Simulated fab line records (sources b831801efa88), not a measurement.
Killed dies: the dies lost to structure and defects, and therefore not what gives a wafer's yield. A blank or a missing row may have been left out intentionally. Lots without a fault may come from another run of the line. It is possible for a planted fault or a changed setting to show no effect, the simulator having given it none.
fab line records ; flow sky130
record: lots: 6; wafers: 18; last_day: 50
route steps=708 shown GATE_OXIDE@191 POLY_GATE@204 PAD_OPEN@708
lots that met no fault: taken from a fault-free run of the same line
start_h: hours from the record's first day to the start of the lot's first wafer shown ; wait_h: time in hours since the lot's previous step ; " unchanged from the row above ; L1.1+2: one row covering several wafers at once ; - no value, or no start was given ; * or withheld: withheld ; < > ~ a bound
route shown NAME@n: names a module that has steps shown in the file, with the first one's number in the route ; usual: mean/standard deviation of fault-free wafers ; same: alike in all rows ; chamber/n: place in a boat ; sites: per-site readings ; _std_site: how widely they spread, as a standard deviation ; _edge_site: inner sites' mean taken away from outer sites' mean ; radius_mm: for every site, how far away it sits from the centre of the wafer ; mask NAME#n: copy n ; behind: tool/chamber where the wafer was last shaped ; hold: reason for holding the lot/hours on hold/outcome of the hold ; device: names the non-switching transistor (n, p or np) ; end of line: at the end of the route, the tests of the same wafers ; a step given without rows: its recipe and nothing more ; killed: dies lost to structure and defects at the first sort, not the wafer's yield ; map: per-die view of a wafer (x killed, . not killed, _ where there is no die)
set.NAME: the run value of the setting; set.NAME@STEP: its run value at that earlier step ; model.NAME: the simulator's own value behind a step, which no gauge read
lots at some steps of the route; a table a step, a row a wafer
services: from which hour (start_h, from the record's first day; less than 0 if before it) a tool's chamber was out of use, for how many hours, and why
== steps ==
step: SKY_GATE_OXIDE_HMDS_04
recipe: prime_time_s: 60; prime_temp_c: 120
step: SKY_GATE_OXIDE_COAT_05
recipe: resist: NOVOLAK; spin_rpm: 3000; resist_thk_nm: 1140
step: SKY_GATE_OXIDE_SOFTBAKE_06
recipe: temp_c: 90; time_s: 60; resist: NOVOLAK
step: SKY_GATE_OXIDE_EXPOSE_07
recipe: mask_id: LVOM; na: 0.6; source_shape: conventional; sigma_outer: 0.6; polarization: unpolarized; target_cd_nm: 600; dose_mj: 170
step: SKY_GATE_OXIDE_PEB_08
recipe: temp_c: withheld; time_s: *; resist: NOVOLAK
step: SKY_GATE_OXIDE_DEVELOP_09
recipe: resist: NOVOLAK; developer: TMAH; develop_time_s: 60; dev_temp_c: 23
step: SKY_GATE_OXIDE_OVL_MEAS_10
usual: GATE_OXIDE_OVL: 0.5/1.5
lot.wafer;tool;chamber;start_h;wait_h;GATE_OXIDE_OVL[nm]
L486.3;overlay-02;-;315.33;0.1;1.4
L486.4;overlay-02;-;315.33;0.1;0.2
L486.6;overlay-02;-;315.33;0.1;3.0
L487.1;overlay-02;-;329.07;0.1;1.7
L487.2;overlay-02;-;329.07;0.1;1.7
L487.5;overlay-02;-;329.07;0.1;1.5
L500.1;overlay-01;-;441.02;0.1;0.3
L500.2;overlay-01;-;441.02;0.1;1.3
L500.3;overlay-01;-;441.02;0.1;0.4
L501.2;overlay-02;-;448.02;0.1;-0.8
L501.5;overlay-02;-;448.02;0.1;0.5
L501.6;overlay-02;-;448.02;0.1;0.7
L503.1;overlay-02;-;456.04;0.1;-0.3
L503.4;overlay-02;-;456.04;0.1;1.9
L503.6;overlay-02;-;456.04;0.1;0.9
L507.1;overlay-02;-;493.08;0.1;0.3
L507.3;overlay-02;-;493.08;0.1;2.4
L507.6;overlay-02;-;493.08;0.1;0.8
step: SKY_GATE_OXIDE_IMPLANT_11
recipe: species: B; energy_kev: 10; dose_cm2: 2.6e+12; tilt_deg: withheld
step: SKY_GATE_OXIDE_WET_ETCH_12
recipe: chemistry: dHF; target_depth_nm: 16.8; dry: n2_spin; target: SiO2; dilution: 100:1; temp_c: 25; time_s: 336
step: SKY_GATE_OXIDE_STRIP_13
recipe: chemistry: O2/N2; power_w: 1400; pressure_mtorr: 1500; platen_temp_c: withheld; o2_flow_sccm: 3000; n2_flow_sccm: 300; overash_fraction: 0.5
usual: chamber_pressure_mTorr: 1500.0/1.5; drypump_motor_current_A: 5.8/0.43; o2_flow_sccm: 2999/9.2; oes_product_au: 0.716/0.0046; strip_time_to_endpoint_s: 14.18/0.04
same: overash_fraction: 0.5
lot.wafer;tool;chamber;start_h;wait_h;chamber_pressure_mTorr;drypump_motor_current_A;o2_flow_sccm;oes_product_au;rf_hours_counter_h;strip_time_to_endpoint_s
L486.3;plasma_asher-03;0;315.64;0.0;1500.8;5.4;2997;0.703;-;14.20
L486.4;plasma_asher-03;1;315.64;0.0;1499.2;6.2;2996;0.710;-;14.19
L486.6;plasma_asher-03;1;315.64;0.0;1498.6;6.1;2987;0.714;-;14.18
L487.1;plasma_asher-01;0;329.36;0.0;1500.6;6.1;3004;0.726;21;14.20
L487.2;plasma_asher-01;1;329.36;0.0;1499.5;5.1;2993;0.718;21;14.22
L487.5;plasma_asher-01;1;329.36;0.0;1499.8;5.1;2999;0.714;-;14.19
L500.1;plasma_asher-03;1;441.32;0.0;1500.0;6.2;2982;0.719;75;14.11
L500.2;plasma_asher-03;0;441.32;0.0;1497.5;5.4;3016;0.717;75;14.14
L500.3;plasma_asher-03;1;441.32;0.0;1501.9;6.1;2990;0.709;-;14.14
L501.2;plasma_asher-03;1;448.32;0.0;1500.1;6.1;2998;0.713;76;14.20
L501.5;plasma_asher-03;0;448.32;0.0;1501.4;5.4;2993;0.714;-;14.22
L501.6;plasma_asher-03;1;448.32;0.0;1498.2;6.1;3004;0.714;-;14.18
L503.1;plasma_asher-03;0;456.32;0.0;1499.6;5.4;2993;0.711;77;14.09
L503.4;plasma_asher-03;0;456.32;0.0;1498.3;5.4;3009;0.719;-;14.10
L503.6;plasma_asher-03;0;456.32;0.0;1497.3;5.4;3019;0.717;-;14.10
L507.1;plasma_asher-03;1;493.47;0.0;1498.4;6.2;3005;0.719;82;14.25
L507.3;plasma_asher-03;1;493.47;0.0;1502.6;6.2;3001;0.717;-;14.19
L507.6;plasma_asher-03;0;493.47;0.0;1499.8;5.4;2996;0.714;-;14.21
step: SKY_GATE_OXIDE_TW_MEAS_14
usual: GATE_OXIDE_TW: 226.0/2.4
lot.wafer;tool;chamber;start_h;wait_h;GATE_OXIDE_TW
L486.3;film_metro-03;-;315.73;0.1;227.6
L486.4;film_metro-03;-;315.73;0.1;225.9
L486.6;film_metro-03;-;315.73;0.1;226.9
L487.1;film_metro-03;-;329.46;0.1;227.5
L487.2;film_metro-03;-;329.46;0.1;228.3
L487.5;film_metro-03;-;329.46;0.1;228.8
L500.1;film_metro-03;-;441.42;0.1;228.5
L500.2;film_metro-03;-;441.42;0.1;228.3
L500.3;film_metro-03;-;441.42;0.1;228.2
L501.2;film_metro-03;-;448.43;0.1;228.0
L501.5;film_metro-03;-;448.43;0.1;228.5
L501.6;film_metro-03;-;448.43;0.1;227.8
L503.1;film_metro-01;-;456.42;0.1;222.0
L503.4;film_metro-01;-;456.42;0.1;222.6
L503.6;film_metro-01;-;456.42;0.1;222.3
L507.1;film_metro-02;-;493.57;0.1;224.9
L507.3;film_metro-02;-;493.57;0.1;225.6
L507.6;film_metro-02;-;493.57;0.1;224.7
step: SKY_GATE_OXIDE_CLEAN_15
recipe: chemistry: SC1/SC2; mix: 1:4:20; temp_c: 70; time_s: 150; dry: n2_spin
step: SKY_GATE_OXIDE_OXIDATION_16
recipe: temp_c: 800; ambient: O2; idle_temp_c: 700; ramp_up_c_per_min: 10; ramp_down_c_per_min: 3; stabilise_s: 600; purge_s: 300; target_thk_a: 35.7; ox_time_s: 1915
usual: spike_tc_bottom_C: 816.1/1.3; spike_tc_centre_C: 800.6/1; spike_tc_lower_C: 800.2/0.97; spike_tc_top_C: 813.4/1.2; spike_tc_upper_C: 800.0/1; tube_center_temp_C: 800/0.071; tube_center_temp_C_max: 802.03/0.29; zone_power_bottom_pct: 23.2/0.48
same: stabilise_s: 600
lot.wafer;tool;chamber;start_h;wait_h;spike_tc_bottom_C;spike_tc_centre_C;spike_tc_lower_C;spike_tc_top_C;spike_tc_upper_C;tube_center_temp_C;tube_center_temp_C_max;zone_power_bottom_pct
L486.3;furnace-02;0;318.99;3.2;817.8;800.2;803.0;813.4;802.9;800.02;801.87;23.5
L486.4;furnace-02;0;318.99;3.2;816.3;802.2;802.3;813.2;799.9;800.11;801.86;23.4
L486.6;furnace-02;0;318.99;3.2;816.4;800.2;801.7;813.5;801.2;799.99;802.79;23.6
L487.1;furnace-01;0;329.57;0.0;813.5;799.8;799.7;815.5;798.5;799.96;802.22;22.8
L487.2;furnace-01;0;329.57;0.0;814.2;800.9;800.2;815.2;798.3;799.97;802.76;22.7
L487.5;furnace-01;0;329.57;0.0;815.5;799.3;799.4;815.3;800.0;800.11;802.17;23.2
L500.1;furnace-02;0;441.53;0.0;822.1;804.2;805.2;816.2;804.8;805.02;807.58;24.3
L500.2;furnace-02;0;441.53;0.0;822.1;806.1;804.6;816.1;803.9;804.89;807.15;23.4
L500.3;furnace-02;0;441.53;0.0;823.0;806.5;805.4;817.9;803.4;804.93;806.56;24.1
L501.2;furnace-01;0;448.53;0.0;815.0;799.6;800.7;814.1;801.2;800.08;802.16;23.1
L501.5;furnace-01;0;448.53;0.0;814.8;799.7;799.5;814.9;798.9;800.17;802.02;23.0
L501.6;furnace-01;0;448.53;0.0;813.8;799.7;799.3;813.8;801.9;799.99;801.76;22.7
L503.1;furnace-02;0;456.53;0.0;822.7;806.3;805.8;816.8;806.3;804.97;806.79;23.9
L503.4;furnace-02;0;456.53;0.0;822.4;805.7;806.9;818.2;804.3;805.05;807.10;24.1
L503.6;furnace-02;0;456.53;0.0;822.8;804.9;806.1;818.9;804.3;804.94;806.73;23.9
L507.1;furnace-01;0;496.59;2.9;814.4;800.0;798.3;815.4;797.9;799.9;801.51;22.8
L507.3;furnace-01;0;496.59;2.9;813.9;799.7;798.5;814.2;801.1;800.19;802.12;22.8
L507.6;furnace-01;0;496.59;2.9;814.5;799.7;800.0;812.6;799.9;799.95;802.13;22.5
step: SKY_POLY_GATE_CVD_00
recipe: material: poly-Si; target_thk_nm: 180; temp_c: 620; time_s: 720; pressure_mtorr: 200
step: SKY_PAD_OPEN_PROBE_99
usual: killed_at_M0_to_M3: 43/6.5; killed_at_M4_up: 3/1.7; killed_at_contacts: 25/5.1; killed_at_front_end: 15/3.8; killed_at_other: 0.2/0.45; killed_dies: 86/8.8; killed_open: 47/6.7; killed_short: 39/6
same: gross_dies: 492; killed_at_back_side: 0
lot.wafer;tool;chamber;start_h;wait_h;killed_at_M0_to_M3;killed_at_M4_up;killed_at_contacts;killed_at_front_end;killed_at_other;killed_dies;killed_open;killed_short;model.etest.cap_thin_oxide.gate_log10_a_cm2;model.etest.cap_thin_oxide.tox_acc_nm;model.etest.pfet_01v8.tox_inv_nm;model.etest.nfet_01v8.tox_inv_nm
L486.3;prober-01;-;1083.03;0.2;52;1;24;16;1;94;50;44;-6.598;4.176;4.265;4.193
L486.4;prober-01;-;1083.08;0.2;48;2;32;14;0;96;55;41;-6.531;4.157;4.234;4.191
L486.6;prober-01;-;1083.18;0.2;37;6;27;11;0;81;50;31;-6.912;4.286;4.39;4.289
L487.1;prober-02;-;1088.36;0.1;50;3;18;11;0;82;40;42;-6.528;4.176;4.262;4.201
L487.2;prober-02;-;1088.41;0.1;50;2;20;12;1;85;44;41;-6.549;4.161;4.263;4.194
L487.5;prober-02;-;1088.56;0.2;47;2;22;14;0;85;47;38;-6.862;4.239;4.317;4.252
L500.1;prober-01;-;1166.86;0.1;49;2;14;13;0;78;44;34;-7.381;4.373;4.434;4.371
L500.2;prober-01;-;1166.91;0.1;46;2;25;13;0;86;55;31;-7.437;4.384;4.451;4.397
L500.3;prober-01;-;1166.96;0.2;44;4;22;16;0;86;41;45;-7.534;4.444;4.506;4.468
L501.2;prober-02;-;1169.74;0.1;49;4;31;16;0;100;45;55;-6.525;4.167;4.275;4.212
L501.5;prober-02;-;1169.89;0.2;42;3;30;17;0;92;49;43;-6.337;4.161;4.226;4.16
L501.6;prober-02;-;1169.94;0.2;42;7;23;15;0;87;44;43;-6.801;4.245;4.3;4.259
L503.1;prober-01;-;1177.07;0.1;37;2;19;20;1;79;41;38;-8.147;4.563;4.645;4.61
L503.4;prober-01;-;1177.22;0.2;42;3;19;10;0;74;39;35;-8.004;4.577;4.641;4.562
L503.6;prober-01;-;1177.32;0.2;44;3;24;17;1;89;48;41;-7.926;4.542;4.639;4.556
L507.1;prober-02;-;1197.96;0.1;46;2;28;18;1;95;55;40;-6.571;4.192;4.258;4.212
L507.3;prober-02;-;1198.06;0.2;33;2;29;12;0;76;35;41;-6.564;4.193;4.245;4.196
L507.6;prober-02;-;1198.21;0.2;38;3;16;13;0;70;41;29;-6.654;4.213;4.271;4.248
killed by level:class
L486.3 VIA1:geometric_particle:open=18 CONTACT:geometric_particle:open=7 CONTACT:geometric_particle:short=7 METAL1:geometric_particle:short=6 METAL2:geometric_particle:short=6 LI_CONTACT:geometric_particle:open=5 VIA1:geometric_particle:short=5 FIELD_ISO:geometric_particle:open=4
L486.4 CONTACT:geometric_particle:open=11 VIA1:geometric_particle:open=10 LI_CONTACT:geometric_particle:open=10 CONTACT:geometric_particle:short=8 VIA3:geometric_particle:open=8 VIA2:geometric_particle:open=6 METAL2:geometric_particle:short=6 POLY_GATE:geometric_particle:open=5
L486.6 VIA1:geometric_particle:open=12 LI_CONTACT:geometric_particle:open=11 CONTACT:geometric_particle:open=7 METAL2:geometric_particle:short=4 VIA2:geometric_particle:open=4 VIA3:geometric_particle:short=4 METAL4:geometric_particle:short=4 FIELD_ISO:geometric_particle:open=3
L487.1 METAL1:geometric_particle:short=11 VIA3:geometric_particle:open=10 CONTACT:geometric_particle:open=7 LI_CONTACT:geometric_particle:open=5 VIA1:geometric_particle:open=5 VIA1:geometric_particle:short=5 METAL2:geometric_particle:short=5 FIELD_ISO:geometric_particle:short=4
L487.2 VIA1:geometric_particle:open=10 VIA3:geometric_particle:open=10 LI_CONTACT:geometric_particle:open=7 CONTACT:geometric_particle:open=7 VIA3:geometric_particle:short=7 METAL1:geometric_particle:short=5 VIA2:geometric_particle:open=4 LOCAL_INTERCONNECT:geometric_particle:short=4
L487.5 VIA1:geometric_particle:open=13 CONTACT:geometric_particle:open=11 VIA3:geometric_particle:open=11 FIELD_ISO:geometric_particle:short=5 METAL2:geometric_particle:short=5 VIA1:geometric_particle:short=4 METAL3:geometric_particle:short=4 FIELD_ISO:geometric_particle:open=3
L500.1 VIA3:geometric_particle:open=14 VIA1:geometric_particle:open=6 LI_CONTACT:geometric_particle:open=5 VIA2:geometric_particle:open=5 FIELD_ISO:geometric_particle:open=4 METAL1:geometric_particle:short=4 VIA1:geometric_particle:short=4 METAL3:geometric_particle:short=4
L500.2 VIA3:geometric_particle:open=8 LI_CONTACT:geometric_particle:open=8 CONTACT:geometric_particle:open=8 VIA1:geometric_particle:open=6 VIA2:geometric_particle:open=6 METAL1:geometric_particle:short=5 FIELD_ISO:geometric_particle:open=4 POLY_GATE:geometric_particle:open=4
L500.3 METAL1:geometric_particle:short=8 METAL2:geometric_particle:short=8 VIA2:geometric_particle:open=8 POLY_GATE:geometric_particle:open=7 CONTACT:geometric_particle:open=7 VIA3:geometric_particle:open=6 VIA1:geometric_particle:open=5 LI_CONTACT:geometric_particle:open=4
L501.2 CONTACT:geometric_particle:open=9 METAL2:geometric_particle:short=9 LOCAL_INTERCONNECT:geometric_particle:short=8 VIA1:geometric_particle:open=8 VIA2:geometric_particle:short=7 VIA2:geometric_particle:open=6 FIELD_ISO:geometric_particle:short=5 LI_CONTACT:geometric_particle:open=5
L501.5 VIA1:geometric_particle:open=9 CONTACT:geometric_particle:open=8 FIELD_ISO:geometric_particle:open=7 LI_CONTACT:geometric_particle:open=7 VIA3:geometric_particle:open=7 CONTACT:geometric_particle:short=6 METAL2:geometric_particle:short=6 LOCAL_INTERCONNECT:geometric_particle:short=5
L501.6 CONTACT:geometric_particle:open=9 VIA1:geometric_particle:open=9 VIA3:geometric_particle:open=7 LI_CONTACT:geometric_particle:short=5 METAL2:geometric_particle:short=5 METAL3:geometric_particle:short=5 METAL4:geometric_particle:short=5 POLY_GATE:geometric_particle:short=4
L503.1 CONTACT:geometric_particle:open=9 VIA3:geometric_particle:open=7 POLY_GATE:geometric_particle:open=7 VIA1:geometric_particle:open=5 METAL2:geometric_particle:short=4 VIA1:geometric_particle:short=4 VIA2:geometric_particle:short=4 VIA3:geometric_particle:short=4
L503.4 VIA1:geometric_particle:open=10 CONTACT:geometric_particle:open=10 VIA3:geometric_particle:open=7 VIA1:geometric_particle:short=6 METAL2:geometric_particle:short=6 POLY_GATE:geometric_particle:short=5 VIA2:geometric_particle:open=4 METAL3:geometric_particle:short=4
L503.6 VIA1:geometric_particle:open=10 VIA2:geometric_particle:open=10 LI_CONTACT:geometric_particle:open=9 CONTACT:geometric_particle:open=9 POLY_GATE:geometric_particle:short=7 METAL2:geometric_particle:short=7 CONTACT:geometric_particle:short=4 VIA1:geometric_particle:short=4
L507.1 VIA3:geometric_particle:open=11 LI_CONTACT:geometric_particle:open=9 VIA1:geometric_particle:open=9 CONTACT:geometric_particle:open=8 METAL1:geometric_particle:short=6 POLY_GATE:geometric_particle:open=5 POLY_GATE:geometric_particle:short=5 METAL2:geometric_particle:short=5
L507.3 LI_CONTACT:geometric_particle:open=8 CONTACT:geometric_particle:short=7 METAL2:geometric_particle:short=7 VIA1:geometric_particle:open=6 CONTACT:geometric_particle:open=6 VIA2:geometric_particle:open=5 LOCAL_INTERCONNECT:geometric_particle:short=4 SPACER:geometric_particle:short=4
L507.6 VIA1:geometric_particle:open=8 CONTACT:geometric_particle:open=7 VIA3:geometric_particle:open=7 METAL2:geometric_particle:short=6 LI_CONTACT:geometric_particle:open=5 VIA3:geometric_particle:short=5 VIA2:geometric_particle:open=5 FIELD_ISO:geometric_particle:short=4
== services ==
tool;chamber;start_h;hours;kind
plasma_asher-03;-;293.36;4.1;repair
plasma_asher-03;-;381.68;2.9;repair
furnace-01;-;385.54;4.5;pm
furnace-01;-;401.55;4.4;pm
furnace-01;-;408.39;3.4;repair
plasma_asher-03;-;474.02;2.8;pm
== key ==
first_sign: step: SKY_GATE_OXIDE_OXIDATION_16; reading: tube_center_temp_C; direction: up; sigmas: 62; usual: *; struck: *
effect: step: SKY_GATE_OXIDE_OXIDATION_16; reading: tube_center_temp_C_max; direction: up; sigmas: 17; usual: *; struck: *
model_effect: step: SKY_PAD_OPEN_PROBE_99; value: etest.cap_thin_oxide.gate_log10_a_cm2; without: -7.242; struck: -7.738
met_at SKY_GATE_OXIDE_OXIDATION_16
struck_wafers L500.1,L500.2,L500.3,L503.1,L503.4,L503.6
tester_left_out L500,L503
onset_between 318.99 441.53
fault: kind: process_parameter_drift; tool: furnace-02; chamber: -; onset_h: 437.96; steps: SKY_GATE_OXIDE_OXIDATION_16; channel: temp_c; offset: *; shape: step; end_h: 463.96; acts_in: *; stated: *
tester_left_out: of these lots the tester's yield and bins aren't shown, on N5 and GAA mostly nor the transistor test; their killed dies are dies lost to structure and defects alone, not to doping, threshold or leakage, so they don't give the yield
